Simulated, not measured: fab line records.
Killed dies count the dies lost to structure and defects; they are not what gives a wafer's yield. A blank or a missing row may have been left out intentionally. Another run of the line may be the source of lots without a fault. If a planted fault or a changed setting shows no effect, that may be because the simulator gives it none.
2 desks looking at one fault / flow gf180mcu / numbers are kept per desk, each desk with only its own; the story behind them comes last

## AT THE TOOL OWNER'S DESK: plasmaAsher-01
The tool's own readings at GF_DUAL_GATE_STRIP_13 (strips in O2/N2): means of the sampled wafers that have a number, for each lot that ran on this tool. The brackets show how far a lot's mean lies from the usual mean; more than 4 standard deviations puts the lot out of limits, marked OUT.
Columns: A = chamberPressureMTorr at GF_DUAL_GATE_STRIP_13, usual 1500.1 mTorr; B = drypumpMotorCurrentA at GF_DUAL_GATE_STRIP_13, usual 5.8 A; C = heaterPowerW at GF_DUAL_GATE_STRIP_13, usual 331 W; D = oesProductAu at GF_DUAL_GATE_STRIP_13, usual 0.717 a.u.; E = stripTimeToEndpointS at GF_DUAL_GATE_STRIP_13, usual 12.62 s
lot=L256; first seen here=day 8 10:30; A=1501.4; B=5.9; C=344; D=0.720; E=12.62
lot=L259; first seen here=day 9 08:32; A=1499.7; B=5.4; C=335; D=0.713; E=12.62
lot=L270; first seen here=day 12 12:14; A=1499.4; B=5.4; C=329; D=0.680 (-7.8) OUT; E=12.63
lot=L272; first seen here=day 12 22:49; A=1500.6; B=5.7; C=341; D=0.698; E=12.61
lot=L273; first seen here=day 13 07:54; A=1499.8; B=5.7; C=340; D=0.701; E=12.62
This desk finds L270 out of limits, L270 being first, at day 12 12:14 (oesProductAu at GF_DUAL_GATE_STRIP_13). L256, L259, L272, L273: within limits.

## THE METROLOGY DESK
What the gauges read, lot by lot, whatever tool the lot ran on: means of the sampled wafers that have a number. The brackets show how far a lot's mean lies from the usual mean; more than 4 standard deviations puts the lot out of limits, marked OUT.
Columns: A = cdNm at GF_POLY_GATE_CD_MEAS_10, usual 280.4 nm; B = cdNm at GF_HV_LDD_CD_MEAS_19, usual 399.7 nm
lot=L256; first seen here=day 9 07:07; A=280.2; B=398.4
lot=L258; first seen here=day 9 19:17; A=279.0; B=400.8
lot=L259; first seen here=day 10 05:24; A=281.1; B=400.7
lot=L262; first seen here=day 11 02:47; A=280.4; B=399.6
lot=L264; first seen here=day 11 19:24; A=280.4; B=397.9
lot=L267; first seen here=day 12 15:15; A=279.1; B=400.6
lot=L270; first seen here=day 13 12:43; A=280.1; B=403.0
lot=L271; first seen here=day 13 17:21; A=279.9; B=401.5
lot=L272; first seen here=day 13 22:44; A=281.6; B=400.5
lot=L273; first seen here=day 14 07:07; A=281.0; B=398.1
lot=L275; first seen here=day 14 22:06; A=278.8; B=398.8
lot=L276; first seen here=day 15 08:13; A=280.4; B=403.2
lot=L278; first seen here=day 15 18:09; A=279.7; B=400.7
This desk's finding: nothing out of limits on any of the 13 lots.

## ALL TOGETHER
The tool owner's desk had the chance to raise an alarm at day 12 12:14 on L270.
At the metrology desk, nothing out of limits was observed.
The metrology desk has L270 on record, within its limits.
GF_DUAL_GATE_STRIP_13 was run on plasmaAsher-01 by each of the lots named.

## WHAT THE SIMULATOR PUT IN
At GF_DUAL_GATE_STRIP_13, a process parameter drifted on plasmaAsher-01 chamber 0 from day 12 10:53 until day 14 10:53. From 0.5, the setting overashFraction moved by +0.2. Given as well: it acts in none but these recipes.
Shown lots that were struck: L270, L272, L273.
Delay in hours, fault start to first out-of-limits reading, by desk: the tool owner's desk at 1.
